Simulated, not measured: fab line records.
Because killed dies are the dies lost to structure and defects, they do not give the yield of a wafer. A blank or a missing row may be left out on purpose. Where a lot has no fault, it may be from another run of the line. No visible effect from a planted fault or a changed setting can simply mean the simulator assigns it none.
Matching of chambers	flow gf180mcu	cmp-01 running GF_V3_CMP_26: 4 sister chambers
The step polishes, stops on SiO2, t overpolish 15 s, target thk 0 nm. 14 wafers are shown with their chamber, then 7 later ones without.

== WAFERS WITH THEIR CHAMBER ==
wafer	chamber	motorCurrentA (A)	overpolishRunS (s)	timeToEndpointS (s)
L075.2	2	13.0	14.989	81
L075.3	0	10.3	14.982	85
L075.5	2	12.4	15.002	84
L076.1	0	10.4	15.006	86
L076.3	1	11.3	15.011	80
L076.5	3	10.0	15.002	88
L081.1	0	10.4	14.984	87
L081.2	2	12.1	14.981	86
L081.5	2	12.5	15.006	87
L083.3	0	10.1	14.998	82
L083.4	2	11.9	14.993	79
L083.6	2	12.4	15.001	82
L088.1	0	10.5	14.982	86
L088.2	3	10.2	14.995	83

SIGNATURES, as means of the wafers listed above
reading	chamber 0	chamber 1	chamber 2	chamber 3	scatter within a chamber
motorCurrentA	10.340	11.300	12.383	10.100	0.286
overpolishRunS	14.99040	15.01100	14.99533	14.99850	0.00974
timeToEndpointS	85.20	80.00	83.17	85.50	2.72
Rule: a wafer's distance from a chamber is the root of the sum, over the readings, of the square of ((its reading less the chamber's mean) divided by the reading's scatter). If the next closest chamber is less than 2 further off than the closest, the wafer can't be placed; otherwise it belongs to the closest. The scatter: take each reading less its chamber's mean, square it, sum over the shown wafers, divide by the number of wafers less the number of chambers, and take the root.

== WAFERS WITHOUT THEIR CHAMBER ==
wafer	motorCurrentA (A)	overpolishRunS (s)	timeToEndpointS (s)
L088.4	12.0	14.998	81
L094.2	12.7	15.003	83
L094.5	10.1	15.018	89
L094.6	10.9	14.989	85
L097.1	11.0	14.996	77
L097.3	10.2	15.005	86
L097.4	10.3	15.005	84

== CHAMBER TAKEN BY EACH ==
wafer	from the rows above	in truth
L088.4	can't be placed: 2 or 1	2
L094.2	2	2
L094.5	can't be placed: 3 or 0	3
L094.6	can't be placed: 0 or 3 or 1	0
L097.1	can't be placed: 1 or 0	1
L097.3	can't be placed: 3 or 0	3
L097.4	can't be placed: 3 or 0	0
1 of 7 placed correctly. Cannot be placed on the basis of these rows: 6; the candidates contain the true chamber in 6. Number placed wrongly: 0.
